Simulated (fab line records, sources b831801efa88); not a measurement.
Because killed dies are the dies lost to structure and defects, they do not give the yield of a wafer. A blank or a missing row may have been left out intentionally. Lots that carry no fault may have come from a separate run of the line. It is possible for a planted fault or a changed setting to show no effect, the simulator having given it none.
fab line records ; flow sfq-line
[record] lots = 15; wafers = 42; last-day = 77
route steps=325 shown M3@122
lots untouched by any fault: they come from a run of this same line in which no faults occurred
start-h: start of the lot's first displayed wafer, in hours after the record's first day ; wait-h: hours since the lot's step before ; " the same as in the row above ; L1.1+2: a single row standing in for several wafers ; - either no value or no given start ; * or withheld: withheld ; < > ~ a bound
route shown NAME@n: a module of which the file shows steps, and the number in the route of the first ; usual: mean and standard deviation over wafers with no fault ; same: alike in all rows ; chamber/n: place in a boat ; sites: the reading at each site ; _std_site: standard deviation across them ; _edge_site: outer sites' mean less inner sites' ; radius-mm: for every site, how far away it sits from the centre of the wafer ; mask NAME#n: copy n ; behind: the most recent tool/chamber to have shaped the wafer ; hold: why the lot was held/for how many hours/how that ended ; device: names the non-switching transistor (n, p or np) ; end of line: the route-end tests of the same wafers ; where a step has no rows: the recipe by itself ; killed: the dies lost at the first sort to structure and to defects; this is not the yield of the wafer ; map: a wafer's dies, marking killed ones x, the rest . and places with no die _
set.NAME: the setting as run; set.NAME@STEP: as run at that earlier step ; model.NAME: the simulator's own value behind a step, which no gauge read
a sample of lots followed through the steps of the route, with each step as a table and each wafer as a row
services: when a tool's chamber went out of use (start-h, in hours from the record's first day, below 0 if earlier), for how many hours, and the reason
[[steps]]
[step SFQ_TRILAYER_M3_LITHO_COAT_080]
[recipe] resist = BARC; spin-rpm = 3000; resist-thk-nm = 62
lot.wafer;tool;chamber;start-h;wait-h
L990.2+3+5;litho-track-01;0;537.17;0.1
L991.2+4+6;litho-track-01;0;541.97;0.1
L994.1+3+5;litho-track-03;0;556.24;0.1
L995.1+2+3;litho-track-03;0;561.43;0.1
L996.2+3+5;litho-track-03;0;573.09;0.1
L997.1+2+6;litho-track-02;0;586.99;0.1
L998.3+4+5;litho-track-02;0;599.08;0.1
L100.5+6;litho-track-02;0;638.69;0.2
L101.1+6;litho-track-02;0;643.28;0.1
L102.5+6;litho-track-02;0;645.88;0.2
L109.1+2+5;litho-track-02;0;719.30;0.1
L110.2+3+5;litho-track-03;0;722.95;0.1
L111.1+4+5;litho-track-01;0;731.30;0.1
L112.4+5+6;litho-track-03;0;743.48;0.2
L113.2+5+6;litho-track-01;0;746.96;0.1
[step SFQ_TRILAYER_M3_BARC_OPEN_METAL_ETCH_100]
[recipe] mask-material = PR; chemistry = O2; target-depth-nm = 125; target = BARC; icp-w = 600; bias-w = 80; pressure-mtorr = 10; time-s = 41.7
[usual] drypump-motor-current-A = 5.6/0.4; oes-product-au = 0.685/0.0045
lot.wafer;tool;chamber;start-h;wait-h;drypump-motor-current-A;oes-product-au;rf-hours-counter-h
L990.2;rie-metal-04;1;651.74;0.0;5.8;0.683;4
L990.3;rie-metal-04;1;651.74;0.0;5.8;0.691;-
L990.5;rie-metal-04;1;651.74;0.0;5.8;0.680;-
L991.2;rie-metal-03;0;658.94;0.0;5.1;0.683;31
L991.4;rie-metal-03;0;658.94;0.0;5.1;0.685;-
L991.6;rie-metal-03;0;658.94;0.0;5.1;0.689;-
L994.1;rie-metal-03;0;671.79;0.0;5.1;0.689;34
L994.3;rie-metal-03;0;671.79;0.0;5.1;0.687;-
L994.5;rie-metal-03;1;671.79;0.0;5.3;0.680;-
L995.1;rie-metal-03;1;676.59;0.0;5.3;0.684;23
L995.2;rie-metal-03;0;676.59;0.0;5.1;0.681;35
L995.3;rie-metal-03;1;676.59;0.0;5.3;0.691;-
L996.2;rie-metal-04;0;686.19;0.0;6.0;0.685;29
L996.3;rie-metal-04;1;686.19;0.0;5.8;0.684;-
L996.5;rie-metal-04;0;686.19;0.0;6.0;0.683;-
L997.1;rie-metal-03;0;693.67;0.0;5.1;0.686;38
L997.2;rie-metal-03;1;693.67;0.0;5.3;0.682;27
L997.6;rie-metal-03;0;693.67;0.0;5.1;0.680;-
L998.3;rie-metal-02;0;699.41;0.0;6.4;0.685;-
L998.4;rie-metal-02;1;699.41;0.0;5.6;0.689;-
L998.5;rie-metal-02;1;699.41;0.0;5.6;0.688;-
L100.5;rie-metal-04;0;724.63;0.0;6.0;0.684;-
L100.6;rie-metal-04;1;724.63;0.0;5.8;0.624;-
L101.1;rie-metal-04;0;729.39;0.0;6.0;0.625;37
L101.6;rie-metal-04;0;729.39;0.0;6.0;0.637;-
L102.5;rie-metal-03;0;731.38;0.0;5.1;0.684;-
L102.6;rie-metal-03;1;731.38;0.0;5.3;0.637;-
L109.1;rie-metal-03;0;782.94;0.0;5.1;0.684;52
L109.2;rie-metal-03;1;782.94;0.0;5.3;0.678;41
L109.5;rie-metal-03;0;782.94;0.0;5.1;0.688;-
L110.2;rie-metal-03;0;786.54;0.0;5.1;0.682;53
L110.3;rie-metal-03;0;786.54;0.0;5.1;0.693;-
L110.5;rie-metal-03;0;786.54;0.0;5.1;0.679;-
L111.1;rie-metal-02;1;791.34;0.0;5.6;0.678;117
L111.4;rie-metal-02;1;791.34;0.0;5.6;0.684;-
L111.5;rie-metal-02;0;791.34;0.0;6.3;0.680;-
L112.4;rie-metal-04;0;797.36;0.0;6.0;0.686;-
L112.5;rie-metal-04;1;797.36;0.0;5.8;0.680;-
L112.6;rie-metal-04;0;797.36;0.0;6.0;0.687;-
L113.2;rie-metal-04;1;799.74;0.0;5.8;0.686;32
L113.5;rie-metal-04;0;799.74;0.0;6.0;0.685;-
L113.6;rie-metal-04;1;799.74;0.0;5.8;0.686;-
[[services]]
tool;chamber;start-h;hours;kind
rie-metal-04;0;519.61;-;clean
rie-metal-04;0;519.61;15.3;scheduled-down
rie-metal-04;0;519.61;15.3;vent-cycle
rie-metal-03;1;522.33;-;clean
rie-metal-03;1;522.33;17.9;scheduled-down
rie-metal-03;1;522.33;17.9;vent-cycle
rie-metal-02;-;533.04;2.8;pm
rie-metal-04;1;601.87;2.0;repair
rie-metal-04;0;602.81;1.1;repair
rie-metal-04;1;605.60;-;clean
rie-metal-04;1;605.60;21.0;scheduled-down
rie-metal-04;1;605.60;21.0;vent-cycle
rie-metal-03;-;634.14;0.8;repair
rie-metal-04;0;647.77;1.8;repair
rie-metal-04;0;744.87;3.7;repair
rie-metal-03;-;761.45;0.2;repair
[[key]]
[first-sign] step = SFQ_TRILAYER_M3_BARC_OPEN_METAL_ETCH_100; reading = oes-product-au; direction = down; sigmas = 12; usual = 0.685; struck = 0.631
effect none on later readings
met-at SFQ_TRILAYER_M3_LITHO_COAT_080
struck-lots L100,L101,L102
struck-wafers L100.6,L101.1,L101.6,L102.6
onset-between 599.08 638.69
[fault] kind = process-parameter-drift; tool = litho-track-02; chamber = -; onset-h = 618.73; steps = SFQ_TRILAYER_M3_LITHO_COAT_080; channel = resist-thk-nm; offset = -11.004; shape = step; end-h = 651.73; scope = struck-wafers-only; acts-in = these-recipes-only; stated = 62
